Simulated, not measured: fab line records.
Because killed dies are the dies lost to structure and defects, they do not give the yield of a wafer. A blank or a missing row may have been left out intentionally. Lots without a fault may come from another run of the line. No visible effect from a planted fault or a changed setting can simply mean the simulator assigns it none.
fab line records	flow sky130
[record] lots = 12	wafers = 36	lastDay = 49
route steps=708 shown SD_N@350 LI_CONTACT@383 LOCAL_INTERCONNECT@387 CONTACT@406
lots that met no fault: from a run of the same line without faults
startH: hours from the record's first day to the start of the lot's first wafer shown	waitH: hours elapsed since this lot's preceding step	" the same as in the row above	L1.1+2: a single row standing in for several wafers	- no value, or no start given	* or withheld: withheld	< > ~ a bound
route shown NAME@n: names a module that has steps shown in the file, with the first one's number in the route	usual: mean/standard deviation taken from wafers without a fault	same: alike in all rows	chamber/n: place in a boat	sites: readings site by site	_std_site: their standard deviation	_edge_site: outer sites' mean less inner sites'	radiusMm: how far each site lies from the wafer's centre	mask NAME#n: copy n	behind: the most recent tool/chamber to have shaped the wafer	hold: the reason the lot was held/the length of the hold in hours/how it ended	device: whichever transistor did not switch (one of n, p or np)	end of line: at the end of the route, the tests of the same wafers	a step given without rows: its recipe and nothing more	killed: dies that structure and defects cost at the first sort, which is not the same as the wafer's yield	map: dies across one wafer; x = killed, . = not, _ = none there
set.NAME: the setting the step ran with; set.NAME@STEP: the setting that earlier step ran with	model.NAME: the simulator's own value behind a step, which no gauge read
one table for each step of the route and one row for each wafer, over a sample of lots
services: when a tool's chamber went out of use (startH, in hours from the record's first day, below 0 if earlier), for how many hours, and the reason
[[steps]]
[step SKY_SD_N_OVL_MEAS_08]
[usual] SD_N_OVL = 0.4/1.3
lot.wafer	tool	chamber	startH	waitH	SD_N_OVL[nm]
L111.1	overlay-02	-	641.95	0.1	-0.5
L111.3	"	-	"	"	-0.1
L111.4	"	-	"	"	1.6
L112.4	overlay-02	-	646.57	0.1	0.7
L112.5	"	-	"	"	2.3
L112.6	"	-	"	"	2.2
L113.3	overlay-02	-	664.72	0.1	0.1
L113.5	"	-	"	"	-0.4
L113.6	"	-	"	"	-1.0
L114.1	overlay-01	-	667.80	0.1	-0.9
L114.5	"	-	"	"	0.0
L114.6	"	-	"	"	0.7
L117.1	overlay-01	-	697.38	0.1	2.8
L117.3	"	-	"	"	0.3
L117.4	"	-	"	"	1.8
L122.2	overlay-02	-	738.00	0.1	0.4
L122.3	"	-	"	"	0.0
L122.4	"	-	"	"	0.7
L121.2	overlay-02	-	739.51	0.1	-0.5
L121.4	"	-	"	"	-1.8
L121.5	"	-	"	"	-1.5
L123.2	overlay-01	-	741.24	0.1	0.2
L123.4	"	-	"	"	0.6
L123.5	"	-	"	"	0.3
L127.2	overlay-01	-	779.76	0.1	0.6
L127.3	"	-	"	"	-0.9
L127.6	"	-	"	"	-1.3
L129.3	overlay-02	-	792.02	0.1	2.1
L129.4	"	-	"	"	-0.4
L129.5	"	-	"	"	2.2
L131.1	overlay-02	-	797.45	0.1	2.2
L131.5	"	-	"	"	0.5
L131.6	"	-	"	"	0.1
L132.1	overlay-02	-	804.50	0.1	1.4
L132.3	"	-	"	"	1.5
L132.4	"	-	"	"	0.8
[step SKY_LI_CONTACT_CVD_21]
[recipe] material = W	targetThkNm = 400	timeS = 120.56	tempC = 400	pressureTorr = 40
[usual] heaterPowerW = 885/59
lot.wafer	tool	chamber	startH	waitH	heaterPowerW
L111.1	cvdW-02	0	673.11	0.0	925
L111.3	"	0	"	"	928
L111.4	"	1	"	"	784
L112.4	cvdW-01	1	677.81	0.0	872
L112.5	"	1	"	"	896
L112.6	"	0	"	"	912
L113.3	cvdW-01	0	695.21	0.1	917
L113.5	"	1	"	"	876
L113.6	"	0	"	"	916
L114.1	cvdW-01	0	698.59	0.0	926
L114.5	"	1	"	"	887
L114.6	"	0	"	"	948
L117.1	cvdW-02	0	727.55	0.0	944
L117.3	"	0	"	"	927
L117.4	"	1	"	"	780
L122.2	cvdW-01	1	767.78	0.0	861
L122.3	"	0	"	"	929
L122.4	"	1	"	"	877
L121.2	cvdW-02	0	769.55	0.0	947
L121.4	"	1	"	"	775
L121.5	"	1	"	"	790
L123.2	cvdW-01	0	770.48	0.0	915
L123.4	"	1	"	"	881
L123.5	"	1	"	"	870
L127.2	cvdW-01	1	808.68	0.0	877
L127.3	"	0	"	"	907
L127.6	"	0	"	"	913
L129.3	cvdW-01	1	821.29	0.1	906
L129.4	"	0	"	"	930
L129.5	"	1	"	"	874
L131.1	cvdW-02	1	826.34	0.0	780
L131.5	"	0	"	"	935
L131.6	"	1	"	"	792
L132.1	cvdW-02	0	833.39	0.0	962
L132.3	"	0	"	"	935
L132.4	"	1	"	"	782
[step SKY_LI_CONTACT_RS_MEAS_22]
[recipe] thkMeasGauge = four-point-probe	reads = W_of_LI_CONTACT_CVD_21+TiN_of_LI_CONTACT_SPUTTER_20+Ti_of_LI_CONTACT_SPUTTER_19
[usual] LI_CONTACT_W_RS = 0.284/0.0039
lot.wafer	tool	chamber	startH	waitH	hold	LI_CONTACT_W_RS[ohm/sq]
L111.1	filmMetro-03	-	673.24	0.1	-	0.279
L111.3	"	-	"	"	-	0.280
L111.4	"	-	"	"	-	0.290
L112.4	filmMetro-03	-	677.95	0.1	-	0.284
L112.5	"	-	"	"	-	0.285
L112.6	"	-	"	"	-	0.283
L113.3	filmMetro-04	-	695.33	0.1	-	0.284
L113.5	"	-	"	"	-	0.287
L113.6	"	-	"	"	-	0.283
L114.1	filmMetro-04	-	698.72	0.1	-	0.284
L114.5	"	-	"	"	-	0.288
L114.6	"	-	"	"	-	0.280
L117.1	filmMetro-02	-	727.68	0.1	-	0.278
L117.3	"	-	"	"	-	0.279
L117.4	"	-	"	"	-	0.285
L122.2	filmMetro-02	-	767.92	0.1	-	0.288
L122.3	"	-	"	"	-	0.283
L122.4	"	-	"	"	-	0.283
L121.2	filmMetro-04	-	769.70	0.1	-	0.278
L121.4	"	-	"	"	-	0.288
L121.5	"	-	"	"	-	0.287
L123.2	filmMetro-02	-	770.63	0.1	-	0.286
L123.4	"	-	"	"	-	0.285
L123.5	"	-	"	"	-	0.286
L127.2	filmMetro-04	-	808.82	0.1	awaitDispo/0.2h/release	0.283
L127.3	"	-	"	"	awaitDispo/0.2h/release	0.283
L127.6	"	-	"	"	awaitDispo/0.2h/release	0.267
L127.2	filmMetro-04	-	809.11	0.3	-	0.283
L127.3	"	-	"	"	-	0.283
L127.6	"	-	"	"	-	0.266
L129.3	filmMetro-03	-	821.42	0.1	awaitDispo/0.2h/release	0.286
L129.4	"	-	"	"	awaitDispo/0.2h/release	0.286
L129.5	"	-	"	"	awaitDispo/0.2h/release	0.268
L129.3	filmMetro-03	-	821.70	0.3	-	0.286
L129.4	"	-	"	"	-	0.285
L129.5	"	-	"	"	-	0.268
L131.1	filmMetro-04	-	826.47	0.1	-	0.290
L131.5	"	-	"	"	-	0.281
L131.6	"	-	"	"	-	0.292
L132.1	filmMetro-03	-	833.52	0.1	-	0.279
L132.3	"	-	"	"	-	0.279
L132.4	"	-	"	"	-	0.285
[step SKY_LI_CONTACT_THK_MEAS_23]
[recipe] thkMeasGauge = xrf	reads = W_of_LI_CONTACT_CVD_21
[usual] LI_CONTACT_W_THK = 387/6.1
lot.wafer	tool	chamber	startH	waitH	hold	LI_CONTACT_W_THK[nm]
L111.1	filmMetro-03	-	673.36	0.1	-	390
L111.3	"	-	"	"	-	390
L111.4	"	-	"	"	-	378
L112.4	filmMetro-03	-	678.04	0.1	-	385
L112.5	"	-	"	"	-	384
L112.6	"	-	"	"	-	388
L113.3	filmMetro-04	-	695.43	0.1	-	390
L113.5	"	-	"	"	-	382
L113.6	"	-	"	"	-	388
L114.1	filmMetro-04	-	698.84	0.1	-	385
L114.5	"	-	"	"	-	382
L114.6	"	-	"	"	-	387
L117.1	filmMetro-02	-	727.80	0.1	-	398
L117.3	"	-	"	"	-	395
L117.4	"	-	"	"	-	389
L122.2	filmMetro-02	-	768.03	0.1	-	383
L122.3	"	-	"	"	-	392
L122.4	"	-	"	"	-	391
L121.2	filmMetro-04	-	769.81	0.1	-	393
L121.4	"	-	"	"	-	380
L121.5	"	-	"	"	-	377
L123.2	filmMetro-02	-	770.74	0.1	-	386
L123.4	"	-	"	"	-	389
L123.5	"	-	"	"	-	386
L127.2	filmMetro-04	-	815.25	6.1	awaitDispo/0.2h/release	387
L127.3	"	-	"	"	awaitDispo/0.2h/release	389
L127.6	"	-	"	"	awaitDispo/0.2h/release	410
L127.2	filmMetro-04	-	815.48	0.2	-	386
L127.3	"	-	"	"	-	389
L127.6	"	-	"	"	-	410
L129.3	filmMetro-03	-	821.80	0.1	-	385
L129.4	"	-	"	"	-	381
L129.5	"	-	"	"	-	410
L131.1	filmMetro-04	-	826.59	0.1	-	375
L131.5	"	-	"	"	-	386
L131.6	"	-	"	"	-	372
L132.1	filmMetro-03	-	833.64	0.1	-	395
L132.3	"	-	"	"	-	393
L132.4	"	-	"	"	-	387
[step SKY_LOCAL_INTERCONNECT_SPUTTER_00]
[recipe] material = TiN	targetThkNm = 100	tempC = 300	powerW = 6500	timeS = 83.3	chamberPressurePa = 0.4
[usual] throttleValvePct = 30.1/1.2
lot.wafer	tool	chamber	startH	waitH	throttleValvePct
L111.1	pvdSputter-02	-	673.72	0.1	31.4
L111.3	"	-	"	"	28.5
L111.4	"	-	"	"	28.6
L112.4	pvdSputter-01	-	678.37	0.2	28.6
L112.5	"	-	"	"	31.3
L112.6	"	-	"	"	28.8
L113.3	pvdSputter-02	-	695.77	0.1	28.6
L113.5	"	-	"	"	28.3
L113.6	"	-	"	"	31.1
L114.1	pvdSputter-01	-	699.24	0.2	30.0
L114.5	"	-	"	"	31.3
L114.6	"	-	"	"	28.7
L117.1	pvdSputter-04	-	728.16	0.2	29.5
L117.3	"	-	"	"	29.0
L117.4	"	-	"	"	29.4
L122.2	pvdSputter-01	-	768.38	0.1	31.6
L122.3	"	-	"	"	28.6
L122.4	"	-	"	"	32.5
L121.2	pvdSputter-01	-	770.16	0.2	29.9
L121.4	"	-	"	"	28.8
L121.5	"	-	"	"	32.5
L123.2	pvdSputter-04	-	771.09	0.2	29.5
L123.4	"	-	"	"	30.3
L123.5	"	-	"	"	30.5
L129.3	pvdSputter-04	-	822.14	0.2	30.2
L129.4	"	-	"	"	28.6
L129.5	"	-	"	"	28.8
L131.1	pvdSputter-04	-	826.95	0.2	30.5
L131.5	"	-	"	"	29.1
L131.6	"	-	"	"	29.6
L127.2	pvdSputter-01	-	830.66	0.1	32.5
L127.3	"	-	"	"	30.4
L127.6	"	-	"	"	28.6
L132.1	pvdSputter-01	-	834.00	0.2	28.7
L132.3	"	-	"	"	31.4
L132.4	"	-	"	"	30.3
[step SKY_CONTACT_CVD_00]
[recipe] material = Si3N4	targetThkNm = 75	tempC = 400	timeS = withheld	rfW = 450
[usual] heaterPowerW = 726/83	rfFwdPowerW = 443.6/2.5
lot.wafer	tool	chamber	startH	waitH	heaterPowerW	rfFwdPowerW
L111.1	pecvd-01	1	702.81	0.0	587	444.1
L111.3	"	2	"	"	784	444.6
L111.4	"	2	"	"	798	441.5
L112.4	pecvd-03	0	707.21	0.0	816	444.3
L112.5	"	1	"	"	753	440.4
L112.6	"	2	"	"	742	442.4
L113.3	pecvd-04	2	725.31	0.0	639	442.9
L113.5	"	2	"	"	648	441.8
L113.6	"	1	"	"	724	444.6
L114.1	pecvd-01	1	727.84	0.0	585	444.1
L114.5	"	1	"	"	603	443.3
L114.6	"	2	"	"	756	442.0
L117.1	pecvd-01	1	756.87	0.0	529	440.8
L117.3	"	0	"	"	805	445.2
L117.4	"	2	"	"	763	445.0
L122.2	pecvd-04	2	795.96	0.0	681	443.3
L122.3	"	0	"	"	732	448.4
L122.4	"	0	"	"	732	448.1
L121.2	pecvd-01	2	797.86	0.0	760	442.7
L121.4	"	1	"	"	567	443.8
L121.5	"	2	"	"	770	444.0
L123.2	pecvd-03	2	798.43	0.0	691	441.8
L123.4	"	1	"	"	676	438.0
L123.5	"	0	"	"	861	446.7
L127.2	pecvd-01	0	836.57	0.0	815	443.6
L127.3	"	2	"	"	775	442.6
L127.6	"	1	"	"	546	443.9
L129.3	pecvd-04	2	848.77	0.0	689	442.0
L129.4	"	2	"	"	686	442.3
L129.5	"	1	"	"	723	444.8
L131.1	pecvd-01	0	854.36	0.0	843	445.7
L131.5	"	2	"	"	651	444.4
L131.6	"	1	"	"	580	444.5
L132.1	pecvd-03	1	860.86	0.0	744	438.9
L132.3	"	2	"	"	787	438.9
L132.4	"	1	"	"	759	440.1
[[services]]
tool	chamber	startH	hours	kind
pecvd-01	1	657.74	2.1	scheduledDown
pecvd-01	1	659.87	-	clean
pecvd-01	1	659.87	-	consumableReplace:showerhead
pecvd-01	1	659.87	29.0	scheduledDown
pecvd-01	1	659.87	29.0	ventCycle
cvdW-01	0	661.98	2.4	repair
pecvd-03	-	682.76	0.9	repair
pecvd-03	-	701.47	1.7	repair
pvdSputter-01	2	709.82	-	consumableReplace:kit
pvdSputter-01	2	709.82	18.0	scheduledDown
pvdSputter-01	2	709.82	18.0	ventCycle
cvdW-01	-	722.39	2.5	repair
pecvd-03	0	725.64	6.8	repair
pvdSputter-04	-	730.41	1.4	repair
pecvd-03	2	732.39	11.1	repair
pvdSputter-02	-	745.38	4.1	repair
pecvd-04	-	772.73	0.9	repair
pecvd-04	-	786.60	1.3	repair
pecvd-01	0	793.40	19.1	repair
cvdW-02	1	798.25	3.5	repair
pvdSputter-04	-	800.11	2.0	repair
pecvd-01	1	803.57	19.8	repair
pecvd-04	-	812.10	1.7	repair
pecvd-03	0	838.72	26.9	repair
[[key]]
[firstSign] step = SKY_LI_CONTACT_RS_MEAS_22	reading = visit	direction = added
[effect] step = SKY_LI_CONTACT_RS_MEAS_22	reading = LI_CONTACT_W_RS	direction = down	sigmas = 4.1	usual = 0.284	struck = 0.267
[effect] step = SKY_LI_CONTACT_THK_MEAS_23	reading = visit	direction = added
metAt SKY_LI_CONTACT_CVD_21
struckLots L127,L129
struckWafers L127.6,L129.5
testerLeftOut L127,L129
notActingAt SKY_SD_N_OVL_MEAS_08,SKY_LOCAL_INTERCONNECT_SPUTTER_00,SKY_CONTACT_CVD_00
onsetBetween 770.48 808.68
[fault] kind = processParameterDrift	tool = cvdW-01	chamber = -	onsetH = 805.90	steps = SKY_LI_CONTACT_CVD_21	channel = targetThkNm	offset = 22.857	shape = step	endH = 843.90	scope = struckWafersOnly	actsIn = theseRecipesOnly	stated = 400
// testerLeftOut: of these lots the tester's yield and bins aren't shown, on N5 and GAA mostly nor the transistor test; their killed dies are dies lost to structure and defects alone, not to doping, threshold or leakage, so they don't give the yield
